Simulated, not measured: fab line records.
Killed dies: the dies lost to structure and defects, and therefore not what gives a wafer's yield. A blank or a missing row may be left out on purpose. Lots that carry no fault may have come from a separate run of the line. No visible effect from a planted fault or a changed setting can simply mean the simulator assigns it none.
Matching of chambers | flow sfq_line | rie_diel-04 running SFQ_TRILAYER_I4_VIA_BARC_OPEN_VIA_ETCH_146: 4 sister chambers
The step etches BARC in O2, target depth 125 nm, time 41.7 s. 16 wafers are shown with their chamber, then 8 later ones without.

## WAFERS, EACH WITH ITS CHAMBER
wafer  | chamber | drypump_motor_current_A (A) | chamber_pressure_mTorr (mTorr) | bias_w (W)
L496.4 | 0       | 5.5                         | 30.005                         | 79.89
L496.5 | 1       | 6.2                         | 29.991                         | 79.52
L496.6 | 3       | 5.9                         | 30.040                         | 79.91
L503.1 | 3       | 5.9                         | 30.000                         | 79.83
L503.4 | 2       | 5.5                         | 29.987                         | 80.26
L503.5 | 1       | 6.2                         | 30.030                         | 80.34
L504.3 | 1       | 6.2                         | 30.019                         | 80.48
L504.5 | 1       | 6.2                         | 29.987                         | 80.31
L504.6 | 2       | 5.5                         | 29.961                         | 80.03
L506.3 | 0       | 5.5                         | 30.038                         | 79.84
L506.4 | 1       | 6.2                         | 30.022                         | 80.06
L506.5 | 3       | 5.9                         | 30.030                         | 79.92
L514.4 | 1       | 6.1                         | 30.025                         | 80.64
L514.5 | 3       | 5.9                         | 30.067                         | 80.09
L514.6 | 2       | 5.5                         | 29.951                         | 80.02
L515.1 | 0       | 5.4                         | 30.027                         | 80.13

SIGNATURES (means of the wafers above)
reading                 | chamber 0 | chamber 1 | chamber 2 | chamber 3 | scatter within a chamber
drypump_motor_current_A | 5.467     | 6.183     | 5.500     | 5.900     | 0.0354
chamber_pressure_mTorr  | 30.02333  | 30.01233  | 29.96633  | 30.03425  | 0.0209
bias_w                  | 79.9533   | 80.2250   | 80.1033   | 79.9375   | 0.274
Rule: distance of a wafer from a chamber = root of the sum over the readings of ((wafer's reading minus chamber's mean) / reading's scatter) squared. If the next closest chamber is less than 2 further off than the closest, the wafer can't be placed; otherwise it belongs to the closest. The scatter: the root of (the sum of the squares of (reading less its chamber's mean) over the shown wafers, divided by (wafers less chambers)).

## WAFERS WITHOUT THEIR CHAMBER
wafer  | drypump_motor_current_A (A) | chamber_pressure_mTorr (mTorr) | bias_w (W)
L515.5 | 5.9                         | 30.025                         | 80.00
L515.6 | 5.5                         | 29.993                         | 79.94
L517.1 | 5.5                         | 30.003                         | 79.85
L517.5 | 5.9                         | 30.020                         | 80.47
L517.6 | 5.4                         | 29.981                         | 80.09
L518.2 | 5.5                         | 30.011                         | 79.97
L518.4 | 6.2                         | 30.043                         | 79.49
L518.5 | 5.4                         | 30.000                         | 79.90

## CHAMBER TAKEN BY EACH
wafer  | from the rows above     | in truth
L515.5 | 3                       | 3
L515.6 | can't be placed: 2 or 0 | 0
L517.1 | can't be placed: 0 or 2 | 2
L517.5 | 3                       | 3
L517.6 | can't be placed: 0 or 2 | 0
L518.2 | can't be placed: 0 or 2 | 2
L518.4 | 1                       | 1
L518.5 | can't be placed: 0 or 2 | 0
3 of 8 placed correctly. These rows do not allow placing 5 (true chamber among the candidates in 5). 0 placed wrongly.
